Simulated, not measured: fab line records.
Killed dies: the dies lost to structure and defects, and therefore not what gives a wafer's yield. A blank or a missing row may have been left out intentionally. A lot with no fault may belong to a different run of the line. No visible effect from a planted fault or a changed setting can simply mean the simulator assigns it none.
Which tool did it? + flow gf180mcu + 18 wafers sampled from 6 lots at 1 step of a route of 602

WHAT EACH GAUGE READ, for each wafer
GF_STI_THK_MEAS_02.
| lot  | measured    | on           | STI_OXIDATION_THK (nm) |
|------|-------------|--------------|------------------------|
| L272 | day 1 16:32 | filmMetro-02 | 10.03 10.00 10.01      |
| L275 | day 2 07:52 | filmMetro-03 | 10.16 10.02 9.99       |
| L278 | day 3 04:48 | filmMetro-04 | 9.83 9.98 10.11        |
| L286 | day 4 17:01 | filmMetro-02 | 9.90 10.10 9.79        |
| L291 | day 5 16:25 | filmMetro-04 | 10.12 9.97 10.01       |
| L293 | day 6 02:52 | filmMetro-02 | 9.88 9.85 9.88         |

TOOL THAT RAN EACH LOT (tool first, then ch and the chambers of the sampled wafers, then the start)
There is no process step in the record ahead of these readings.

THE ANSWER, worked out from the rows above alone
Rule: what is usual is taken from the lots themselves. The widest of any qualifying gaps counts: lots, ordered by their means at a reading, are off when they make up no more than a third of the lots, leave a main group of 4 or more, and stand apart from it by 3 or more times the standard deviation of that group's means. If all means in a main group match to the digits the tables above print for the reading, that group is not used. Also off: a lot with no number at a reading for which 4 or more lots have one. All remaining lots with rows at the step are treated as sound.
Across all readings shown, no lot is off: no conclusion can be drawn from this.

WHAT THE SIMULATOR HAD INSERTED
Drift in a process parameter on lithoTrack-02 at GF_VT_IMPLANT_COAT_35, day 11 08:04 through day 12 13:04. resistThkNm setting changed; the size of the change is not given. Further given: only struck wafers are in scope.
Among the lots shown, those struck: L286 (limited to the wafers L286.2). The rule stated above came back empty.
